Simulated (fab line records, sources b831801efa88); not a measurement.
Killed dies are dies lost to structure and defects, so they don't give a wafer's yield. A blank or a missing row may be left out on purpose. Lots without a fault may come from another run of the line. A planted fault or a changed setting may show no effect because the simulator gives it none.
fab line records | flow sky130
record lots=5 wafers=15 last_day=49
route steps=708 shown LI_CONTACT@376 LOCAL_INTERCONNECT@387 PAD_OPEN@708
lots that met no fault: from a run of the same line without faults
start_h: hours from the record's first day to the start of the lot's first wafer shown | wait_h: hours since the lot's step before | " the same as in the row above | L1.1+2: a row that stands for several wafers | - no value, or no start given | * or withheld: withheld | < > ~ a bound
route shown NAME@n: a module of which the file shows steps, and the number in the route of the first | usual: mean/standard deviation of fault-free wafers | same: alike in all rows | chamber/n: place in a boat | sites: the reading at each site | _std_site: their standard deviation | _edge_site: outer sites' mean less inner sites' | radius_mm: how far each site lies from the wafer's centre | mask NAME#n: copy n | behind: the tool/chamber that last shaped the wafer | hold: why the lot was held/for how many hours/how that ended | device: the transistor (n, p or np) that didn't switch | end of line: the same wafers' tests at the end of the route | a step without rows: its recipe alone | killed: dies lost to structure and defects at the first sort, not the wafer's yield | map: a wafer's dies, x killed, . not, _ none there
set.NAME: the setting as run; set.NAME@STEP: as run at that earlier step | model.NAME: the simulator's own value behind a step, which no gauge read
lots at some steps of the route; a table a step, a row a wafer
services: from which hour (start_h, from the record's first day; less than 0 if before it) a tool's chamber was out of use, for how many hours, and why
## steps
# step SKY_LI_CONTACT_ETCH_14
# recipe chemistry=N2/H2 target=BARC ion_energy_ev=200 source_w=500 bias_w=100 pressure_mtorr=30 n2_flow_sccm=100 h2_flow_sccm=200 stop_on=SiO2 time_s=45.9 target_depth_a=600
# step SKY_LI_CONTACT_ETCH_15
# recipe target=PSG chemistry=C4F8/O2/Ar stop_on=Si taper_deg=4.15 mask_material=KrF-thick source_w=1500 bias_w=1200 pressure_mtorr=40 c4f8_flow_sccm=withheld O2_flow_sccm=6 Ar_flow_sccm=300 time_s=withheld target_depth_a=6000
# step SKY_LI_CONTACT_STRIP_16
# recipe chemistry=O2/N2 power_w=1400 pressure_mtorr=1500 platen_temp_c=withheld o2_flow_sccm=3000 n2_flow_sccm=300 overash_fraction=0.5
# step SKY_LI_CONTACT_CLEAN_17
# recipe chemistry=NMP time_s=600 temp_c=60 dry=n2_spin
# step SKY_LI_CONTACT_PRE_CLEAN_18
# recipe gas=Ar time_s=5.6 bias_v=358
# step SKY_LI_CONTACT_SPUTTER_19
# recipe material=Ti target_thk_nm=20 chamber_pressure_pa=5 power_w=2500 substrate_temp_c=200 time_s=106.37
# step SKY_LI_CONTACT_SPUTTER_20
# recipe material=TiN target_thk_nm=20 chamber_pressure_pa=5 power_w=4000 time_s=80
# step SKY_LI_CONTACT_CVD_21
# recipe material=W target_thk_nm=400 time_s=120.56 temp_c=400 pressure_torr=40
# step SKY_LI_CONTACT_CMP_24
# recipe stop_on=PSG t_overpolish_s=20 down_force_psi=3.5 platen_rpm=60 target_thk_nm=0 pad_velocity_m_s=0.94248
# step SKY_LOCAL_INTERCONNECT_SPUTTER_00
# recipe material=TiN target_thk_nm=100 temp_c=300 power_w=6500 time_s=83.3 chamber_pressure_pa=0.4
# usual cathode_dc_power_W=6500.0/1.1 chamber_pressure_pa=0.4000/0.0009 throttle_valve_pct=29.8/1.1
# columns lot.wafer tool chamber start_h wait_h cathode_dc_power_W chamber_pressure_pa throttle_valve_pct model.TiN_of_LOCAL_INTERCONNECT_SPUTTER_00.thk_nm
L192.2 pvd_sputter-04 - 676.98 0.1 6500.9 0.3998 28.7 99.46
L192.3 " - " " 6499.4 0.3988 31.6 99.39
L192.6 " - " " 6498.6 0.4009 30.7 98.78
L204.1 pvd_sputter-04 - 776.88 0.2 6500.0 0.4006 28.6 119.7
L204.4 " - " " 6499.1 0.4000 30.8 118.7
L204.5 " - " " 6498.8 0.4004 30.8 118.7
L206.2 pvd_sputter-04 - 798.92 0.2 6499.8 0.3986 30.7 116.8
L206.5 " - " " 6499.9 0.3997 30.6 117
L206.6 " - " " 6499.0 0.3994 28.4 117.1
L208.2 pvd_sputter-04 - 804.68 0.3 6501.0 0.4006 28.5 117.1
L208.5 " - " " 6500.0 0.4012 30.6 118
L208.6 " - " " 6501.1 0.3997 30.4 117.8
L212.3 pvd_sputter-03 - 836.97 0.1 6499.9 0.4000 29.7 99.57
L212.5 " - " " 6500.1 0.3984 29.8 99.5
L212.6 " - " " 6501.2 0.3995 30.0 99.45
# step SKY_LOCAL_INTERCONNECT_RS_MEAS_01
# recipe thk_meas_gauge=four-point-probe reads=TiN_of_LOCAL_INTERCONNECT_SPUTTER_00
# usual LOCAL_INTERCONNECT_TIN_RS=14.15/0.13
# columns lot.wafer tool chamber start_h wait_h LOCAL_INTERCONNECT_TIN_RS[ohm/sq]
L192.2 film_metro-01 - 677.06 0.1 14.20
L192.3 " - " " 14.22
L192.6 " - " " 14.30
L204.1 film_metro-01 - 776.94 0.0 11.72
L204.4 " - " " 11.83
L204.5 " - " " 11.84
L206.2 film_metro-01 - 799.01 0.1 12.01
L206.5 " - " " 12.00
L206.6 " - " " 11.97
L208.2 film_metro-03 - 804.76 0.1 12.00
L208.5 " - " " 11.90
L208.6 " - " " 11.91
L212.3 film_metro-01 - 837.08 0.1 14.21
L212.5 " - " " 14.19
L212.6 " - " " 14.20
# step SKY_LOCAL_INTERCONNECT_THK_MEAS_02
# recipe thk_meas_gauge=xrf reads=TiN_of_LOCAL_INTERCONNECT_SPUTTER_00
# usual LOCAL_INTERCONNECT_TIN_THK=101.3/1.1
# columns lot.wafer tool chamber start_h wait_h LOCAL_INTERCONNECT_TIN_THK[nm]
L192.2 film_metro-01 - 677.17 0.1 100.8
L192.3 " - " " 100.6
L192.6 " - " " 100.0
L204.1 film_metro-01 - 777.06 0.1 122.1
L204.4 " - " " 121.1
L204.5 " - " " 120.6
L206.2 film_metro-01 - 799.12 0.1 118.6
L206.5 " - " " 119.5
L206.6 " - " " 119.2
L208.2 film_metro-03 - 804.87 0.1 119.1
L208.5 " - " " 120.1
L208.6 " - " " 119.1
L212.3 film_metro-01 - 837.18 0.1 100.5
L212.5 " - " " 100.1
L212.6 " - " " 100.3
# step SKY_LOCAL_INTERCONNECT_DEHYDRATE_03
# recipe temp_c=200 time_s=60
# step SKY_LOCAL_INTERCONNECT_HMDS_04
# recipe prime_time_s=60 prime_temp_c=120
# step SKY_LOCAL_INTERCONNECT_COAT_05
# recipe resist=BARC temp_c=withheld time_s=withheld spin_rpm=3000 resist_thk_nm=60
# step SKY_LOCAL_INTERCONNECT_COAT_06
# recipe resist=KrF-thick spin_rpm=3000 resist_thk_nm=450
# step SKY_LOCAL_INTERCONNECT_SOFTBAKE_07
# recipe temp_c=100 time_s=90 resist=KrF-thick
# step SKY_LOCAL_INTERCONNECT_EXPOSE_08
# recipe mask_id=LI1M na=0.8 source_shape=annular sigma_inner=0.55 sigma_outer=0.85 target_cd_nm=170 dose_mj=28
# step SKY_LOCAL_INTERCONNECT_PEB_09
# recipe peb_temp_c=withheld peb_time_s=withheld resist=KrF-thick
# step SKY_LOCAL_INTERCONNECT_DEVELOP_10
# recipe develop_time_s=60 resist=KrF-thick dev_temp_c=21
# step SKY_LOCAL_INTERCONNECT_ETCH_13
# recipe chemistry=N2/H2 target=BARC ion_energy_ev=200 bias_w=100 pressure_mtorr=30 n2_flow_sccm=100 h2_flow_sccm=200 icp_w=500 stop_on=SiO2 time_s=45.9 target_depth_a=600
# step SKY_LOCAL_INTERCONNECT_METAL_ETCH_14
# recipe target_depth_nm=110 stop_on=PSG chemistry=Cl2/BCl3 target=TiN resist_sidewall_deg=88 pressure_mtorr=10 icp_w=900 bias_w=48.5 Cl2_flow_sccm=60 bcl3_flow_sccm=30 time_s=31.4
# usual drypump_motor_current_A=5.7/0.3 mfc_cl2_sccm=59.97/0.19 oes_product_au=0.940/0.0065 throttle_valve_pct=21.901/0.0096
# columns lot.wafer tool chamber start_h wait_h drypump_motor_current_A mfc_cl2_sccm oes_product_au rf_hours_counter_h throttle_valve_pct
L192.2 rie_metal-03 1 706.10 0.0 5.8 60.20 0.936 8 21.892
L192.3 " 0 " " 5.9 60.12 0.939 - 21.901
L192.6 " 0 " " 5.9 60.00 0.933 - 21.894
L204.1 rie_metal-04 0 804.05 0.0 6.0 59.92 1.008 15 21.865
L204.4 " 0 " " 6.0 60.08 0.991 - 21.882
L204.5 " 1 " " 5.2 59.73 0.983 - 21.871
L206.2 rie_metal-04 1 825.60 0.0 5.2 60.04 0.993 13 21.862
L206.5 " 0 " " 6.0 59.69 0.999 - 21.878
L206.6 " 1 " " 5.1 59.87 0.992 - 21.857
L208.2 rie_metal-01 1 831.32 0.0 5.6 59.91 1.001 14 21.860
L208.5 " 0 " " 5.9 59.95 0.999 - 21.876
L208.6 " 1 " " 5.6 60.13 0.999 - 21.866
L212.3 rie_metal-03 1 863.20 0.0 5.8 59.97 0.929 - 21.897
L212.5 " 1 " " 5.8 59.75 0.940 - 21.906
L212.6 " 0 " " 5.9 59.49 0.939 - 21.902
# step SKY_LOCAL_INTERCONNECT_STRIP_15
# recipe chemistry=O2/N2 power_w=1400 pressure_mtorr=1500 platen_temp_c=withheld o2_flow_sccm=3000 n2_flow_sccm=300 overash_fraction=0.5
# step SKY_LOCAL_INTERCONNECT_STRIP_16
# recipe chemistry=post_etch_residue_remover time_s=1200 temp_c=72.5
# usual bath_guard_temp_C=72.8/0.52 bath_heat_duty_pct=14.1/1.3
# columns lot.wafer tool chamber start_h wait_h bath_guard_temp_C bath_heat_duty_pct model.TiN_of_LOCAL_INTERCONNECT_SPUTTER_00.thk_nm
L192.2 wet_bench-01 2 706.25 0.1 72.3 15.8 99.05
L192.3 " 2 " " 72.3 16.8 98.98
L192.6 " 2 " " 72.2 14.4 98.37
L204.1 wet_bench-04 1 804.20 0.1 73.0 13.0 119.3
L204.4 " 1 " " 73.2 13.2 118.3
L204.5 " 1 " " 73.3 13.5 118.3
L206.2 wet_bench-03 2 825.75 0.1 73.2 15.3 116.4
L206.5 " 2 " " 73.2 15.1 116.6
L206.6 " 2 " " 73.6 12.9 116.7
L208.2 wet_bench-04 1 831.47 0.1 73.3 14.9 116.7
L208.5 " 1 " " 73.3 12.8 117.6
L208.6 " 1 " " 72.9 13.7 117.4
L212.3 wet_bench-03 0 863.33 0.0 72.2 13.9 99.15
L212.5 " 0 " " 72.9 13.4 99.09
L212.6 " 0 " " 72.6 13.5 99.03
# step SKY_LOCAL_INTERCONNECT_CLEAN_17
# recipe chemistry=IPA time_s=180 temp_c=25
# step SKY_PAD_OPEN_PROBE_99
# usual killed_at_M0_to_M3=44/7 killed_at_M4_up=3.2/1.8 killed_at_contacts=24/5.1 killed_at_front_end=15/4.3 killed_at_other=0.3/0.5 killed_dies=86/9.6 killed_open=48/7.1 killed_short=38/6.7
# same gross_dies=492 killed_at_back_side=0
# columns lot.wafer tool chamber start_h wait_h killed_at_M0_to_M3 killed_at_M4_up killed_at_contacts killed_at_front_end killed_at_other killed_dies killed_open killed_short
L192.2 prober-01 - 1076.95 0.1 57 3 24 19 1 104 57 45
L192.3 prober-01 - 1077.00 0.2 44 3 28 12 0 87 46 39
L192.6 prober-01 - 1077.15 0.2 46 3 23 12 0 84 43 41
L206.2 prober-02 - 1164.10 0.1 37 0 21 21 0 79 39 37
L206.5 prober-02 - 1164.25 0.2 38 2 30 8 1 79 43 35
L206.6 prober-02 - 1164.30 0.2 48 4 15 16 1 84 43 39
# killed by level:class
L192.2 VIA2:geometric_particle:open=11 VIA3:geometric_particle:open=10 CONTACT:geometric_particle:open=8 CONTACT:geometric_particle:short=8 VIA1:geometric_particle:open=8 FIELD_ISO:geometric_particle:open=7 METAL1:geometric_particle:short=6 VIA2:geometric_particle:short=6
L192.3 VIA2:geometric_particle:open=10 CONTACT:geometric_particle:open=9 LI_CONTACT:geometric_particle:open=7 LOCAL_INTERCONNECT:geometric_particle:short=6 VIA1:geometric_particle:open=6 VIA2:geometric_particle:short=6 METAL1:geometric_particle:short=5 VIA3:geometric_particle:open=4
L192.6 CONTACT:geometric_particle:open=12 METAL1:geometric_particle:short=7 VIA2:geometric_particle:open=7 VIA2:geometric_particle:short=6 CONTACT:geometric_particle:short=5 LI_CONTACT:geometric_particle:open=4 METAL1:geometric_particle:open=4 VIA1:geometric_particle:open=4
L206.2 FIELD_ISO:geometric_particle:short=10 VIA3:geometric_particle:open=8 LI_CONTACT:geometric_particle:open=7 CONTACT:geometric_particle:open=6 VIA1:geometric_particle:short=6 FIELD_ISO:geometric_particle:open=5 VIA1:geometric_particle:open=5 CONTACT:geometric_particle:short=4
L206.5 LI_CONTACT:geometric_particle:open=9 CONTACT:geometric_particle:open=9 METAL1:geometric_particle:short=9 VIA3:geometric_particle:open=8 VIA2:geometric_particle:open=6 CONTACT:geometric_particle:short=5 METAL2:geometric_particle:short=4 LOCAL_INTERCONNECT:geometric_particle:short=3
L206.6 METAL2:geometric_particle:short=12 VIA1:geometric_particle:open=9 METAL1:geometric_particle:short=6 VIA3:geometric_particle:open=6 POLY_GATE:geometric_particle:open=5 LI_CONTACT:geometric_particle:open=5 VIA3:geometric_particle:short=5 FIELD_ISO:geometric_particle:open=4
## services
# columns tool chamber start_h hours kind
pvd_sputter-03 1 661.87 - consumable_replace:kit
pvd_sputter-03 1 661.87 18.0 scheduled_down
pvd_sputter-03 1 661.87 18.0 vent_cycle
pvd_sputter-04 - 670.29 1.3 repair
wet_bench-04 - 683.17 1.9 pm
wet_bench-03 - 719.33 1.8 repair
rie_metal-01 0 725.32 - clean
rie_metal-01 0 725.32 29.6 scheduled_down
rie_metal-01 0 725.32 29.6 vent_cycle
rie_metal-04 1 787.01 2.7 repair
pvd_sputter-03 - 799.00 24.2 repair
pvd_sputter-04 1 809.19 - consumable_replace:kit
pvd_sputter-04 1 809.19 18.0 scheduled_down
pvd_sputter-04 1 809.19 18.0 vent_cycle
pvd_sputter-04 - 810.55 0.9 repair
wet_bench-03 - 812.75 1.9 pm
rie_metal-04 1 815.93 6.5 repair
pvd_sputter-03 0 826.13 - consumable_replace:kit
pvd_sputter-03 0 826.13 18.0 scheduled_down
pvd_sputter-03 0 826.13 18.0 vent_cycle
## key
first_sign step=SKY_LOCAL_INTERCONNECT_RS_MEAS_01 reading=LOCAL_INTERCONNECT_TIN_RS direction=down sigmas=17 usual=14.15 struck=11.91
effect step=SKY_LOCAL_INTERCONNECT_THK_MEAS_02 reading=LOCAL_INTERCONNECT_TIN_THK direction=up sigmas=17 usual=101.3 struck=119.9
effect step=SKY_LOCAL_INTERCONNECT_METAL_ETCH_14 reading=oes_product_au direction=up sigmas=8.6 usual=0.940 struck=0.996
model_effect step=SKY_LOCAL_INTERCONNECT_SPUTTER_00 value=TiN_of_LOCAL_INTERCONNECT_SPUTTER_00.thk_nm without=100 struck=117.9
model_effect step=SKY_LOCAL_INTERCONNECT_STRIP_16 value=TiN_of_LOCAL_INTERCONNECT_SPUTTER_00.thk_nm without=99.6 struck=117.5
met_at SKY_LOCAL_INTERCONNECT_SPUTTER_00
struck_wafers L204.1,L204.4,L204.5,L206.2,L206.5,L206.6,L208.2,L208.5,L208.6
tester_left_out L204,L206,L208
onset_between 676.98 776.88
fault kind=process_parameter_drift tool=pvd_sputter-04 chamber=- onset_h=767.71 steps=SKY_LOCAL_INTERCONNECT_SPUTTER_00 channel=time_s offset=* shape=step end_h=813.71 acts_in=* stated=*
# tester_left_out: of these lots the tester's yield and bins aren't shown, on N5 and GAA mostly nor the transistor test; their killed dies are dies lost to structure and defects alone, not to doping, threshold or leakage, so they don't give the yield
